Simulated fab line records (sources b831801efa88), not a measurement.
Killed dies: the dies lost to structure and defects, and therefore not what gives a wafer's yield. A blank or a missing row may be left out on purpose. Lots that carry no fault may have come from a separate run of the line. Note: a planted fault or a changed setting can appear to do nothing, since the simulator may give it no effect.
Shared-tool check || flow sky130 || Sample size 8 lots and 24 wafers

WHAT PROMPTED THE OPENING
Of 8 lots, 2 have the reading NWELL_OXIDATION_THK flagged at SKY_NWELL_THK_MEAS_02. No-fault wafers: 9.97 nm, standard deviation 0.23.
Rule: a lot is flagged when every wafer of it that has a number lies more than 4 standard deviations from that mean, or none has a number. The rest of the lots are taken to be sound.

{"lot": "L652", "measured": "day 3 01:13", "on": "film_metro-03", "NWELL_OXIDATION_THK (nm), wafer by wafer": "10.03 10.07 10.07", "flag": ""}
{"lot": "L663", "measured": "day 4 21:05", "on": "film_metro-04", "NWELL_OXIDATION_THK (nm), wafer by wafer": "12.24 12.29 12.37", "flag": "FLAGGED"}
{"lot": "L664", "measured": "day 5 04:08", "on": "film_metro-03", "NWELL_OXIDATION_THK (nm), wafer by wafer": "12.05 12.13 12.11", "flag": "FLAGGED"}
{"lot": "L665", "measured": "day 5 08:00", "on": "film_metro-01", "NWELL_OXIDATION_THK (nm), wafer by wafer": "10.27 10.26 10.22", "flag": ""}
{"lot": "L667", "measured": "day 6 04:48", "on": "film_metro-03", "NWELL_OXIDATION_THK (nm), wafer by wafer": "10.11 9.92 10.16", "flag": ""}
{"lot": "L670", "measured": "day 6 13:13", "on": "film_metro-01", "NWELL_OXIDATION_THK (nm), wafer by wafer": "10.07 10.07 10.18", "flag": ""}
{"lot": "L672", "measured": "day 6 20:46", "on": "film_metro-01", "NWELL_OXIDATION_THK (nm), wafer by wafer": "10.44 10.14 10.43", "flag": ""}
{"lot": "L675", "measured": "day 7 20:42", "on": "film_metro-03", "NWELL_OXIDATION_THK (nm), wafer by wafer": "10.00 10.19 10.15", "flag": ""}
The numbers of the flagged lots are 12.20 nm on average: +2.23 nm against the usual, or +10 standard deviations.

WHICH TOOL RAN EACH LOT
The record holds 1 process step before the reading, out of a route of 708 steps. In each cell: the tool, then ch and the chambers that the sampled wafers went through, then the start.
{"lot": "L652", "flag": "", "SKY_NWELL_OXIDATION_01": "furnace-02 ch 0, day 2 23:50"}
{"lot": "L663", "flag": "FLAGGED", "SKY_NWELL_OXIDATION_01": "furnace-02 ch 0, day 4 19:41"}
{"lot": "L664", "flag": "FLAGGED", "SKY_NWELL_OXIDATION_01": "furnace-02 ch 0, day 5 02:44"}
{"lot": "L665", "flag": "", "SKY_NWELL_OXIDATION_01": "furnace-01 ch 0, day 5 06:37"}
{"lot": "L667", "flag": "", "SKY_NWELL_OXIDATION_01": "furnace-01 ch 0, day 6 03:23"}
{"lot": "L670", "flag": "", "SKY_NWELL_OXIDATION_01": "furnace-01 ch 0, day 6 11:49"}
{"lot": "L672", "flag": "", "SKY_NWELL_OXIDATION_01": "furnace-01 ch 0, day 6 19:21"}
{"lot": "L675", "flag": "", "SKY_NWELL_OXIDATION_01": "furnace-01 ch 0, day 7 19:19"}
What the steps here do:
- SKY_NWELL_OXIDATION_01: stabilise 600 s, purge 300 s, target thk 10 nm.
- SKY_NWELL_THK_MEAS_02

FLAGGED OVER TOTAL, TOOL BY TOOL (the gauges that took the reading come last)
{"step": "SKY_NWELL_OXIDATION_01", "tool": "furnace-01", "lots run": 5, "flagged": 0, "share of the flagged lots": "none", "sound lots run after its first flagged lot": "-"}
{"step": "SKY_NWELL_OXIDATION_01", "tool": "furnace-02", "lots run": 3, "flagged": 2, "share of the flagged lots": "all", "sound lots run after its first flagged lot": 0}
{"step": "SKY_NWELL_THK_MEAS_02", "tool": "film_metro-01", "lots run": 3, "flagged": 0, "share of the flagged lots": "none", "sound lots run after its first flagged lot": "-"}
{"step": "SKY_NWELL_THK_MEAS_02", "tool": "film_metro-03", "lots run": 4, "flagged": 1, "share of the flagged lots": "some", "sound lots run after its first flagged lot": "2 (L667,L675)"}
{"step": "SKY_NWELL_THK_MEAS_02", "tool": "film_metro-04", "lots run": 1, "flagged": 1, "share of the flagged lots": "some", "sound lots run after its first flagged lot": 0}

WHAT IS ALLOWED BY THE TABLE
1 row of the table ran every flagged lot: furnace-02 at SKY_NWELL_OXIDATION_01.
- furnace-02 at SKY_NWELL_OXIDATION_01 ran 3 lots, 2 of them flagged. A fault beginning between L652 (day 2 23:50), its last sound lot, and L663 (day 4 19:41), its first flagged one, fits the data. Its own readings lie more than 4 standard deviations out on every wafer of the flagged lots: spike_tc_bottom_C, spike_tc_centre_C, spike_tc_lower_C, spike_tc_top_C, spike_tc_upper_C, tube_center_temp_C, tube_center_temp_C_max.
What remains is a single tool, furnace-02 at SKY_NWELL_OXIDATION_01.

WHAT THE SIMULATOR PUT IN
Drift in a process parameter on furnace-02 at SKY_NWELL_OXIDATION_01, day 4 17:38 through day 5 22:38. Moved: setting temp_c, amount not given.
Shown lots that were struck: L663, L664. Same finding as the rule above.
